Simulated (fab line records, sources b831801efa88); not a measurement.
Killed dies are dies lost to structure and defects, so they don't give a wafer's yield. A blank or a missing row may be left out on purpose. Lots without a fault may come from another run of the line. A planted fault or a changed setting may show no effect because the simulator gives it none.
fab line records | flow gf180mcu
record lots=5 wafers=15 last_day=34
route steps=602 shown DNWELL@34 NWELL@42 LVPWELL@54 MVSD@66
lots that met no fault: from a run of the same line without faults
start_h: hours from the record's first day to the start of the lot's first wafer shown | wait_h: hours since the lot's step before | " the same as in the row above | L1.1+2: a row that stands for several wafers | - no value, or no start given | * or withheld: withheld | < > ~ a bound
route shown NAME@n: a module of which the file shows steps, and the number in the route of the first | usual: mean/standard deviation of fault-free wafers | same: alike in all rows | chamber/n: place in a boat | sites: the reading at each site | _std_site: their standard deviation | _edge_site: outer sites' mean less inner sites' | radius_mm: how far each site lies from the wafer's centre | mask NAME#n: copy n | behind: the tool/chamber that last shaped the wafer | hold: why the lot was held/for how many hours/how that ended | device: the transistor (n, p or np) that didn't switch | end of line: the same wafers' tests at the end of the route | a step without rows: its recipe alone | killed: dies lost to structure and defects at the first sort, not the wafer's yield | map: a wafer's dies, x killed, . not, _ none there
set.NAME: the setting as run; set.NAME@STEP: as run at that earlier step | model.NAME: the simulator's own value behind a step, which no gauge read
lots at some steps of the route; a table a step, a row a wafer
services: from which hour (start_h, from the record's first day; less than 0 if before it) a tool's chamber was out of use, for how many hours, and why
## steps
# step GF_DNWELL_COAT_02
# recipe spin_rpm=2000 resist_thk_nm=3000
# step GF_DNWELL_SOFTBAKE_03
# recipe temp_c=110 time_s=withheld
# step GF_DNWELL_EXPOSE_04
# recipe mask_id=DNWELL target_cd_nm=1700 na=0.6 source_shape=conventional sigma_outer=0.6 dose_mj=260
# step GF_DNWELL_PEB_05
# recipe temp_c=115 time_s=withheld
# step GF_DNWELL_DEVELOP_06
# recipe wall_angle_deg=90 develop_time_s=60 dev_temp_c=23
# step GF_DNWELL_IMPLANT_07
# recipe species=P energy_kev=1500 dose_cm2=1e+13 tilt_deg=0
# step GF_DNWELL_STRIP_08
# recipe chemistry=O2/N2 power_w=1400 pressure_mtorr=1500 platen_temp_c=250 o2_flow_sccm=3000 n2_flow_sccm=300 overash_fraction=0.5
# usual drypump_motor_current_A=5.6/0.47 heater_power_w=322/61 oes_product_au=0.723/0.0046 strip_time_to_endpoint_s=36.95/0.094
# columns lot.wafer tool chamber start_h wait_h drypump_motor_current_A heater_power_w oes_product_au rf_hours_counter_h strip_time_to_endpoint_s
L611.2 plasma_asher-01 1 49.70 0.1 5.0 333 0.722 40 37.01
L611.5 " 0 " " 5.5 274 0.724 - 36.98
L611.6 " 1 " " 5.0 332 0.716 - 36.98
L615.1 plasma_asher-02 1 70.54 0.1 5.9 267 0.727 43 36.83
L615.2 " 0 " " 5.4 416 0.718 43 36.78
L615.5 " 1 " " 5.9 264 0.721 - 36.83
L625.2 plasma_asher-01 0 121.29 0.1 5.5 281 0.719 0 36.84
L625.3 " 1 " " 5.0 330 0.722 - 36.86
L625.6 " 0 " " 5.5 279 0.719 - 37.02
L629.1 plasma_asher-03 0 143.89 0.1 6.3 251 0.726 49 36.88
L629.2 " 1 " " 6.5 368 0.717 49 36.97
L629.6 " 0 " " 6.3 247 0.707 - 36.95
L631.3 plasma_asher-02 1 153.68 0.1 6.0 271 0.718 - 36.78
L631.4 " 0 " " 5.4 420 0.728 - 36.90
L631.5 " 1 " " 5.9 274 0.725 - 37.00
# step GF_DNWELL_TW_MEAS_09
# usual DNWELL_TW=1347/20
# columns lot.wafer tool chamber start_h wait_h DNWELL_TW
L611.2 film_metro-02 - 49.81 0.1 1321
L611.5 " - " " 1324
L611.6 " - " " 1319
L615.1 film_metro-01 - 70.64 0.1 1367
L615.2 " - " " 1360
L615.5 " - " " 1368
L625.2 film_metro-01 - 121.40 0.1 1358
L625.3 " - " " 1357
L625.6 " - " " 1361
L629.1 film_metro-01 - 143.99 0.1 1353
L629.2 " - " " 1361
L629.6 " - " " 1363
L631.3 film_metro-01 - 153.77 0.1 1370
L631.4 " - " " 1369
L631.5 " - " " 1371
# step GF_NWELL_DEHYDRATE_00
# recipe temp_c=200 time_s=60
# step GF_NWELL_HMDS_01
# recipe prime_time_s=60 prime_temp_c=120
# step GF_NWELL_COAT_02
# recipe spin_rpm=2000 resist_thk_nm=3000
# step GF_NWELL_SOFTBAKE_03
# recipe temp_c=110 time_s=withheld
# step GF_NWELL_EXPOSE_04
# recipe mask_id=Nwell target_cd_nm=860 na=0.6 source_shape=conventional sigma_outer=0.6 dose_mj=260
# columns lot.wafer tool chamber start_h wait_h mask
L611.2+5+6 iline_stepper-02 0 56.06 - Nwell#0
L615.1+2+5 iline_stepper-01 0 77.82 - Nwell#0
L625.2+3+6 iline_stepper-01 0 128.93 - LVPWELL#0
L629.1+2+6 iline_stepper-02 0 151.16 - Nwell#0
L631.3+4+5 iline_stepper-01 0 161.98 - Nwell#0
# step GF_NWELL_PEB_05
# recipe temp_c=115 time_s=withheld
# step GF_NWELL_DEVELOP_06
# recipe wall_angle_deg=90 develop_time_s=60 dev_temp_c=23
# step GF_NWELL_OVL_MEAS_07
# usual NWELL_OVL=-1.1/1
# columns lot.wafer tool chamber start_h wait_h NWELL_OVL[nm]
L611.2 overlay-02 - 62.35 - -1.0
L611.5 " - " " -1.9
L611.6 " - " " -0.2
L615.1 overlay-02 - 83.80 - 0.1
L615.2 " - " " -1.3
L615.5 " - " " 1.1
L625.2 overlay-02 - 136.74 - -
L625.3 " - " " -
L625.6 " - " " -
L629.1 overlay-01 - 158.94 - -1.8
L629.2 " - " " -1.4
L629.6 " - " " 0.1
L631.3 overlay-01 - 169.90 - -2.5
L631.4 " - " " -1.4
L631.5 " - " " -0.7
# step GF_NWELL_IMPLANT_08
# recipe species=P energy_kev=450 dose_cm2=1.5e+13 tilt_deg=0
# step GF_NWELL_IMPLANT_09
# recipe species=P energy_kev=160 dose_cm2=4e+12 tilt_deg=0
# step GF_NWELL_STRIP_10
# recipe chemistry=O2/N2 power_w=1400 pressure_mtorr=1500 platen_temp_c=250 o2_flow_sccm=3000 n2_flow_sccm=300 overash_fraction=0.5
# usual drypump_motor_current_A=5.9/0.46 heater_power_w=323/59 oes_product_au=0.723/0.0046 strip_time_to_endpoint_s=36.95/0.085
# columns lot.wafer tool chamber start_h wait_h drypump_motor_current_A heater_power_w oes_product_au rf_hours_counter_h strip_time_to_endpoint_s
L611.2 plasma_asher-02 0 62.68 0.1 5.4 431 0.726 42 36.98
L611.5 " 1 " " 5.9 264 0.718 - 37.05
L611.6 " 0 " " 5.3 428 0.714 - 37.14
L615.1 plasma_asher-02 0 84.13 0.1 5.3 422 0.731 44 36.99
L615.2 " 1 " " 5.9 273 0.724 44 36.91
L615.5 " 0 " " 5.4 426 0.729 - 37.12
L625.2 plasma_asher-03 0 137.07 0.1 6.3 250 0.725 48 36.87
L625.3 " 1 " " 6.5 354 0.719 - 36.86
L625.6 " 1 " " 6.5 363 0.721 - 36.95
L629.1 plasma_asher-02 1 159.28 0.1 5.9 274 0.727 52 36.90
L629.2 " 0 " " 5.4 413 0.725 52 36.88
L629.6 " 0 " " 5.4 417 0.720 - 36.90
L631.3 plasma_asher-03 1 170.26 0.1 6.5 365 0.718 - 37.03
L631.4 " 0 " " 6.2 248 0.726 - 36.92
L631.5 " 0 " " 6.2 252 0.727 - 36.95
# step GF_NWELL_TW_MEAS_11
# usual NWELL_TW=1568/23
# columns lot.wafer tool chamber start_h wait_h NWELL_TW
L611.2 film_metro-01 - 62.79 0.1 1582
L611.5 " - " " 1590
L611.6 " - " " 1595
L615.1 film_metro-01 - 84.23 0.1 1601
L615.2 " - " " 1595
L615.5 " - " " 1596
L625.2 film_metro-02 - 137.18 0.1 30
L625.3 " - " " 30
L625.6 " - " " 29
L629.1 film_metro-02 - 159.38 0.1 1531
L629.2 " - " " 1540
L629.6 " - " " 1537
L631.3 film_metro-03 - 170.34 0.1 1551
L631.4 " - " " 1549
L631.5 " - " " 1547
# step GF_LVPWELL_DEHYDRATE_00
# recipe temp_c=200 time_s=60
# step GF_LVPWELL_HMDS_01
# recipe prime_time_s=60 prime_temp_c=120
# step GF_LVPWELL_COAT_02
# recipe spin_rpm=2000 resist_thk_nm=3000
# step GF_LVPWELL_SOFTBAKE_03
# recipe temp_c=110 time_s=withheld
# step GF_LVPWELL_EXPOSE_04
# recipe mask_id=LVPWELL target_cd_nm=600 na=0.6 source_shape=conventional sigma_outer=0.6 dose_mj=260
# step GF_LVPWELL_PEB_05
# recipe temp_c=115 time_s=withheld
# step GF_LVPWELL_DEVELOP_06
# recipe wall_angle_deg=90 develop_time_s=60 dev_temp_c=23
# step GF_LVPWELL_OVL_MEAS_07
# usual LVPWELL_OVL=-1.1/1.5
# columns lot.wafer tool chamber start_h wait_h LVPWELL_OVL[nm]
L611.2 overlay-01 - 76.05 - -2.2
L611.5 " - " " -3.4
L611.6 " - " " -2.2
L615.1 overlay-02 - 98.92 - -1.5
L615.2 " - " " -0.6
L615.5 " - " " -2.6
L625.2 overlay-02 - 152.80 - 0.7
L625.3 " - " " 1.6
L625.6 " - " " 0.6
L629.1 overlay-01 - 175.65 - -0.9
L629.2 " - " " -1.8
L629.6 " - " " -1.8
L631.3 overlay-01 - 187.05 - -2.2
L631.4 " - " " -1.8
L631.5 " - " " -1.7
# step GF_LVPWELL_IMPLANT_08
# recipe species=B energy_kev=170 dose_cm2=1.5e+13 tilt_deg=0
# step GF_LVPWELL_IMPLANT_09
# recipe species=B energy_kev=60 dose_cm2=5e+12 tilt_deg=0
# step GF_LVPWELL_STRIP_10
# recipe chemistry=O2/N2 power_w=1400 pressure_mtorr=1500 platen_temp_c=250 o2_flow_sccm=3000 n2_flow_sccm=300 overash_fraction=0.5
# usual drypump_motor_current_A=5.6/0.42 heater_power_w=324/53 oes_product_au=0.722/0.0041 strip_time_to_endpoint_s=36.93/0.088
# columns lot.wafer tool chamber start_h wait_h drypump_motor_current_A heater_power_w oes_product_au rf_hours_counter_h strip_time_to_endpoint_s
L611.2 plasma_asher-04 0 76.38 0.1 6.3 305 0.718 27 36.79
L611.5 " 1 " " 5.3 320 0.715 - 36.89
L611.6 " 0 " " 6.3 310 0.723 - 36.93
L615.1 plasma_asher-02 0 99.52 0.1 5.4 416 0.729 46 36.81
L615.2 " 1 " " 5.9 265 0.728 46 36.95
L615.5 " 1 " " 5.9 272 0.717 - 36.83
L625.2 plasma_asher-01 0 153.13 0.1 5.5 279 0.716 4 36.88
L625.3 " 0 " " 5.5 279 0.727 - 36.90
L625.6 " 0 " " 5.5 292 0.719 - 36.83
L629.1 plasma_asher-02 1 175.98 0.1 6.0 273 0.721 54 36.97
L629.2 " 0 " " 5.3 423 0.719 54 37.00
L629.6 " 1 " " 5.9 266 0.723 - 37.03
L631.3 plasma_asher-02 1 187.41 0.1 5.9 271 0.721 - 36.93
L631.4 " 0 " " 5.3 425 0.729 - 36.88
L631.5 " 1 " " 5.9 267 0.717 - 36.89
# step GF_LVPWELL_TW_MEAS_11
# usual LVPWELL_TW=558/8.2
# columns lot.wafer tool chamber start_h wait_h LVPWELL_TW
L611.2 film_metro-01 - 76.49 0.1 566
L611.5 " - " " 569
L611.6 " - " " 564
L615.1 film_metro-03 - 99.62 0.1 551
L615.2 " - " " 551
L615.5 " - " " 552
L625.2 film_metro-03 - 153.24 0.1 1559
L625.3 " - " " 1557
L625.6 " - " " 1555
L629.1 film_metro-02 - 176.08 0.1 547
L629.2 " - " " 547
L629.6 " - " " 549
L631.3 film_metro-03 - 187.49 0.1 548
L631.4 " - " " 549
L631.5 " - " " 549
# step GF_MVSD_DEHYDRATE_00
# recipe temp_c=200 time_s=60
## services
# columns tool chamber start_h hours kind
iline_stepper-02 - 46.09 1.7 pm
iline_stepper-01 - 61.41 4.4 pm
iline_stepper-02 - 76.94 0.8 repair
plasma_asher-01 - 108.75 9.0 pm
plasma_asher-01 0 108.75 9.0 vent_cycle
plasma_asher-01 1 108.75 9.0 vent_cycle
plasma_asher-01 0 117.75 - clean
plasma_asher-01 1 117.75 - clean
plasma_asher-02 - 142.36 2.8 pm
plasma_asher-03 - 145.90 2.8 pm
## key
first_sign step=GF_NWELL_EXPOSE_04 reading=mask direction=changed
effect step=GF_NWELL_OVL_MEAS_07 reading=NWELL_OVL direction=missing
effect step=GF_NWELL_TW_MEAS_11 reading=NWELL_TW direction=down sigmas=67 usual=1568 struck=30
effect step=GF_LVPWELL_TW_MEAS_11 reading=LVPWELL_TW direction=up sigmas=99+ usual=558 struck=1557
met_at GF_NWELL_EXPOSE_04
struck_wafers L625.2,L625.3,L625.6
sort_left_out L625.2,L625.3,L625.6
tester_left_out L625
onset_between 77.82 128.93
fault kind=wrong_mask tool=any chamber=- onset_h=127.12 steps=GF_NWELL_EXPOSE_04 aux_copy=LVPWELL#0 scope=struck_lots_only
# tester_left_out: of these lots the tester's yield and bins aren't shown, on N5 and GAA mostly nor the transistor test; their killed dies are dies lost to structure and defects alone, not to doping, threshold or leakage, so they don't give the yield
# sort_left_out: the simulated sort isn't trusted on such a fault, so these wafers' sort isn't shown, and their yield isn't known
